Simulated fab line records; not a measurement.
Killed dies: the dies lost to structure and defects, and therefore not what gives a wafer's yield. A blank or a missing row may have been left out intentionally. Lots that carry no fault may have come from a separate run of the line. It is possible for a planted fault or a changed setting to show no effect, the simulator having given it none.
Matching of chambers | flow gf180mcu | 4 sister chambers for GF_V1_CMP_26 on cmp-01
The step polishes, stops on SiO2, t overpolish 15 s, target thk 0 nm. 4 wafers are shown with their chamber, then 7 later ones without.

== WAFERS, EACH WITH ITS CHAMBER ==
wafer  | chamber | motorCurrentA (A)
L961.5 | 0       | 11.1
L964.2 | 2       | 12.1
L965.2 | 3       | 11.2
L965.4 | 1       | 10.7

== WAFERS MISSING THEIR CHAMBER ==
wafer  | motorCurrentA (A)
L965.6 | 11.9
L966.1 | 11.2
L966.3 | 11.8
L966.6 | 10.7
L970.2 | 11.1
L970.3 | 10.0
L970.6 | 11.5

== EACH ONE'S CHAMBER ==
wafer  | from the rows above               | in truth
L965.6 | can't be placed: 2 or 3 or 0      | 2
L966.1 | can't be placed: 3 or 0 or 1      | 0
L966.3 | can't be placed: 2 or 3 or 0      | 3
L966.6 | can't be placed: 1 or 0 or 3      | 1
L970.2 | can't be placed: 0 or 3 or 1      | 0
L970.3 | can't be placed: 1 or 0 or 3      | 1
L970.6 | can't be placed: 3 or 0 or 2 or 1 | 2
Placed correctly: 0 of 7. Can't be placed from these rows: 7 (the true chamber is among the candidates in 7). 0 placed wrongly.
How it was worked out, from the rows above alone: a wafer's distance from a chamber is the root of the sum, over the readings, of the square of ((its reading less the chamber's mean) divided by the reading's scatter). The wafer belongs to the nearest chamber; if the next one is less than 2 further off, it can't be placed. A chamber's mean is the mean of its shown wafers. The scatter: with one shown wafer a chamber, the root of the mean of the squares of how far each hidden wafer lies from its nearest shown one.
